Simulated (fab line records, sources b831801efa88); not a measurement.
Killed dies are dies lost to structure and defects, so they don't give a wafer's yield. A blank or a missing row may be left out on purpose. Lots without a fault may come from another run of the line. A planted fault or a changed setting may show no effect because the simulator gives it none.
Split-lot experiment | flow sky130 | 5 lots, 23 wafers read, on a route of 708 steps

THE SPLIT
At SKY_VIA4_COAT_06 (resist thk 1140 nm), the setting spin_rpm was moved away from the recipe's 3000 rpm on 12 of the 23 wafers read, by -4.6% to +4.0%. The other wafers ran this setting at the recipe's value.

FROM THE SPLIT TO THE READING: what the file shows between them, 1 step
- SKY_VIA4_DEVELOP_10: develop time 60 s (also split here: dev_temp_c)

THE READING
NOVOLAK_of_VIA4_COAT_06.thk_nm (the simulator's own value, which no gauge read), in nm, at SKY_VIA4_ETCH_12 (etches SiO2 in C4F8/O2/Ar, stops on TiN, target depth 580 nm). The file gives no usual value for it. The 11 wafers here that ran the recipe average 1006.3 nm, standard deviation 4.1 nm.

wafer  | tool, chamber at the split | spin_rpm as run, rpm | against the recipe | NOVOLAK_of_VIA4_COAT_06.thk_nm, nm | against lot-mates on the recipe
L074.1 | litho_track-02, 0          | 3000                 | recipe             | 999.1                              | -
L074.3 | litho_track-02, 0          | 3112                 | +3.7%              | 983.8                              | -18.8
L074.4 | litho_track-02, 0          | 3112                 | +3.7%              | 982.6                              | -19.9
L074.5 | litho_track-02, 0          | 3000                 | recipe             | 1006                               | -
L074.6 | litho_track-02, 0          | 3112                 | +3.7%              | 981.6                              | -20.9
L080.1 | litho_track-02, 0          | 3120                 | +4.0%              | 994.9                              | -11.6
L080.2 | litho_track-02, 0          | 3000                 | recipe             | 1011                               | -
L080.3 | litho_track-02, 0          | 3120                 | +4.0%              | 981.2                              | -25.3
L080.4 | litho_track-02, 0          | 3120                 | +4.0%              | 986.5                              | -20.0
L080.5 | litho_track-02, 0          | 3000                 | recipe             | 1002                               | -
L081.1 | litho_track-02, 0          | 3000                 | recipe             | 1004                               | -
L081.3 | litho_track-02, 0          | 3000                 | recipe             | 1007                               | -
L081.6 | litho_track-02, 0          | 3000                 | recipe             | 1009                               | -
L083.1 | litho_track-04, 0          | 2940                 | -2.0%              | 1026                               | +14.0
L083.4 | litho_track-04, 0          | 2940                 | -2.0%              | 1026                               | +14.0
L083.2 | litho_track-04, 0          | 2940                 | -2.0%              | 1020                               | +8.0
L083.3 | litho_track-04, 0          | 3000                 | recipe             | 1011                               | -
L083.6 | litho_track-04, 0          | 3000                 | recipe             | 1013                               | -
L085.1 | litho_track-02, 0          | 2863                 | -4.6%              | 1023                               | +19.5
L085.2 | litho_track-02, 0          | 3000                 | recipe             | 1003                               | -
L085.3 | litho_track-02, 0          | 3000                 | recipe             | 1004                               | -
L085.4 | litho_track-02, 0          | 2863                 | -4.6%              | 1027                               | +23.5
L085.5 | litho_track-02, 0          | 2863                 | -4.6%              | 1030                               | +26.5

THE FIT
A straight line over all 23 wafers: NOVOLAK_of_VIA4_COAT_06.thk_nm changes by -5.33 nm for each +1% of spin_rpm; r = -0.94; the points scatter about the line by 5.3 nm.
The same after taking each lot's own level away (the mean of its wafers on the recipe; 23 wafers): -5.11 nm for each +1%; r = -0.97; scatter 3.4 nm.
On that fit, the largest move of spin_rpm shifts the reading by 23 nm.
The lots' own levels span 1002.55 to 1012.00 nm, that is 2.3 times the standard deviation above.
So the lot-to-lot level changes the slope little: the two slopes agree.
Check: with one of the wafers moved furthest among these (-4.6%) left out of the fit, the line predicts +24.6 nm for it against its lot-mates. It came out at +19.5 nm against them.

OTHER SPLITS ON THESE WAFERS
These wafers also went through other splits before the reading. Each is held against what the fit with the lots' levels taken away leaves over:
other split on the same wafers     | wafers away from the commonest value | r with NOVOLAK_of_VIA4_COAT_06.thk_nm (lot level and that fit taken away)
SKY_METAL3_EXPOSE_10 dose_mj       | 10                                   | +0.07
SKY_METAL3_ETCH_16 icp_w           | 7                                    | +0.36
SKY_VIA3_CMP_02 leave_above_ref_nm | 8                                    | +0.03
SKY_VIA3_ETCH_15 time_s            | 10                                   | -0.36
SKY_METAL4_SPUTTER_00 time_s       | 8                                    | +0.24
SKY_METAL4_SPUTTER_03 time_s       | 7                                    | -0.02
SKY_METAL4_COAT_07 resist_thk_nm   | 9                                    | -0.02
SKY_METAL4_SOFTBAKE_09 time_s      | 5                                    | -0.05
SKY_VIA4_HDPCVD_00 time_s          | 9                                    | +0.35
SKY_VIA4_DEVELOP_10 dev_temp_c     | 7                                    | -0.20

THE WHOLE CHAIN: every reading that the file lists as answering this split, in the file's order
step              | what it does                                                 | reading                                                                         | change (the file's fit)              | r (the file's)
SKY_VIA4_COAT_06  | resist thk 1140 nm                                           | NOVOLAK_of_VIA4_COAT_06.thk_nm (the simulator's own value, which no gauge read) | -5.62 nm for each +1% of the setting | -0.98
SKY_VIA4_ETCH_12  | etches SiO2 in C4F8/O2/Ar, stops on TiN, target depth 580 nm | NOVOLAK_of_VIA4_COAT_06.thk_nm (the simulator's own value, which no gauge read) | -5.11 nm for each +1% of the setting | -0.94
SKY_VIA4_STRIP_13 | strips in O2/N2                                              | strip_time_to_endpoint_s                                                        | withheld for each +1% of the setting | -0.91

THE FILE'S OWN FIT
NOVOLAK_of_VIA4_COAT_06.thk_nm changes by -5.11 nm for each +1% of spin_rpm, r = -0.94.
